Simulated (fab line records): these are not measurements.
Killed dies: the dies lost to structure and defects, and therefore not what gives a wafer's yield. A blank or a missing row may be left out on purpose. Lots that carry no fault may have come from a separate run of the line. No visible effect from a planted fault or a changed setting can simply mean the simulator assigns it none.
A lot that was struck, set against a sound lot + flow sky130 + 22 steps out of a route of 708
Sound: the wafers L804.3, L804.5, L804.6. Wafers struck: L818.2, L818.4, L818.5. The cause is given at the end.
For every step that has rows: the tool of each side, followed by ch and its chambers, followed by its first start. Under that, the readings that differ: sound wafers + struck wafers + difference of the means + sigmas: that difference in standard deviations of wafers without a fault.
alike: same words and numbers on both sides, and readings whose means sit less than 2 such deviations apart. not compared: any withheld reading, any reading some wafer has no value for, any bound like >300 that may hide the same value, and any number with overlapping values for which the record gives no deviation.
Wherever a step has rows on one side only, a row that says differs or no value, or a row with sigmas, the two part there. Non-overlapping numbers with no deviation appear without sigmas and do not part them. A reading that every wafer of one side lacks parts them only if that side has two wafers or more.

first, 1 step without rows for these wafers: SKY_LOCAL_INTERCONNECT_CLEAN_18 (cleans in O3/DIW).
SKY_CONTACT_CVD_00: deposits Si3N4, target thk 75 nm.
  sound on pecvd-03 ch 0,1, day 31 09:17; struck on pecvd-03 ch 0,1,2, day 36 03:12
  alike: heater_power_w
SKY_CONTACT_THK_MEAS_01:
  sound on film_metro-01, day 31 09:21; struck on film_metro-01, day 36 03:15
  alike: CONTACT_CVD_00_THK
then, 1 step without rows for these wafers: SKY_CONTACT_HDPCVD_02 (deposits SiO2, target thk 565 nm, time 94.2 s).
SKY_CONTACT_THK_MEAS_03:
  sound on film_metro-01, day 31 09:28; struck on film_metro-04, day 36 03:23
  alike: CONTACT_HDPCVD_THK
SKY_CONTACT_CMP_04: polishes SiO2.
  sound on cmp-01 ch 0,1, day 31 09:34; struck on cmp-02 ch 0,1,3, day 36 03:26
  alike: motor_current_A, time_to_endpoint_s
SKY_CONTACT_BOW_MEAS_05:
  sound on film_metro-01, day 31 09:51; struck on film_metro-01, day 36 03:45
  alike: CONTACT_BOW
then, 5 steps without rows for these wafers: SKY_CONTACT_DEHYDRATE_06 (time 60 s); SKY_CONTACT_HMDS_07 (prime time 60 s); SKY_CONTACT_COAT_08 (resist thk 60 nm); SKY_CONTACT_COAT_09 (resist thk 450 nm); SKY_CONTACT_SOFTBAKE_10 (time 90 s).
SKY_CONTACT_EXPOSE_11: exposes mask CTM1, target cd 170 nm.
  sound on krf_scanner-01 ch 0, day 32 00:42; struck on krf_scanner-01 ch 0, day 36 17:40
  alike: mask, exposure_dose_mJ_cm2
then, 2 steps without rows for these wafers: SKY_CONTACT_PEB_12; SKY_CONTACT_DEVELOP_13 (develop time 60 s).
SKY_CONTACT_CD_MEAS_14: the cd target is 170 nm.
  sound on cd_sem-01, day 32 13:11; struck on cd_sem-01, day 37 06:31
| reading    | sound             | struck            | difference | sigmas |
|------------|-------------------|-------------------|------------|--------|
| cd_nm (nm) | 166.5 168.8 168.4 | 129.7 155.2 152.4 | -22.1      | -15    |
SKY_CONTACT_OVL_MEAS_15:
  sound on overlay-01, day 32 13:17; struck on overlay-02, day 37 06:38
  alike: CONTACT_OVL
SKY_CONTACT_ETCH_16: etches BARC in N2/H2, stops on SiO2, time 45.9 s, target depth 60 nm.
  sound on rie_diel-02 ch 0,3, day 32 13:19; struck on rie_diel-01 ch 0,1, day 37 06:40
| reading                  | sound             | struck            | difference | sigmas |
|--------------------------|-------------------|-------------------|------------|--------|
| model.CONTACT.cd_nm (nm) | 165.4 167.5 168.3 | 130.2 154.2 151.5 | -21.8      |        |
  alike: drypump_motor_current_A, oes_product_au, throttle_valve_pct
  not compared: rf_hours_counter_h
SKY_CONTACT_ETCH_17: etches SiO2 in C4F8/O2/Ar, stops on Si3N4, target depth 340 nm.
  sound on rie_diel-02 ch 0,3, day 32 13:21; struck on rie_diel-01 ch 0,1, day 37 06:42
  alike: oes_product_au
SKY_CONTACT_ETCH_18: etches Si3N4 in CHF3/O2, stops on TiN, time 39 s, target depth 75 nm.
  sound: rie_diel-02 ch 0,3; struck: rie_diel-01 ch 0,1
| reading                  | sound             | struck            | difference | sigmas |
|--------------------------|-------------------|-------------------|------------|--------|
| model.CONTACT.cd_nm (nm) | 165.6 167.7 168.1 | 129.9 154.2 151.2 | -22.0      |        |
  alike: drypump_motor_current_A, oes_product_au, throttle_valve_pct
  not compared: rf_hours_counter_h
SKY_CONTACT_STRIP_19: strips in O2/N2.
  sound on plasma_asher-02 ch 0,1, day 32 13:28; struck on plasma_asher-04 ch 0,1, day 37 06:47
| reading                     | sound       | struck      | difference | sigmas |
|-----------------------------|-------------|-------------|------------|--------|
| drypump_motor_current_A (A) | 6.3 6.1 6.3 | 5.0 5.4 5.0 | -1.1       | -2     |
  alike: oes_product_au, strip_time_to_endpoint_s
  not compared: rf_hours_counter_h
-- the record jumps here: 13 days lie between the struck wafers' starts before and after (it left off in module CONTACT and takes up again in module PAD_OPEN, whose first step shown is number 708 of the route) --
SKY_PAD_OPEN_PROBE_99:
  sound on prober-02, day 46 13:26; struck on prober-02, day 49 21:47
| reading            | sound    | struck     | difference | sigmas |
|--------------------|----------|------------|------------|--------|
| killed_at_contacts | 25 29 14 | 396 33 33  | +131       | +25    |
| killed_dies        | 99 91 85 | 480 89 101 | +132       | +14    |
  alike: killed_at_M0_to_M3, killed_at_M4_up, killed_at_front_end, killed_at_other, killed_open, killed_short

== WHERE THEY PART ==
Last at SKY_PAD_OPEN_PROBE_99 as far as this record goes, first at SKY_CONTACT_CD_MEAS_14.

WHY: what had been put in by the simulator
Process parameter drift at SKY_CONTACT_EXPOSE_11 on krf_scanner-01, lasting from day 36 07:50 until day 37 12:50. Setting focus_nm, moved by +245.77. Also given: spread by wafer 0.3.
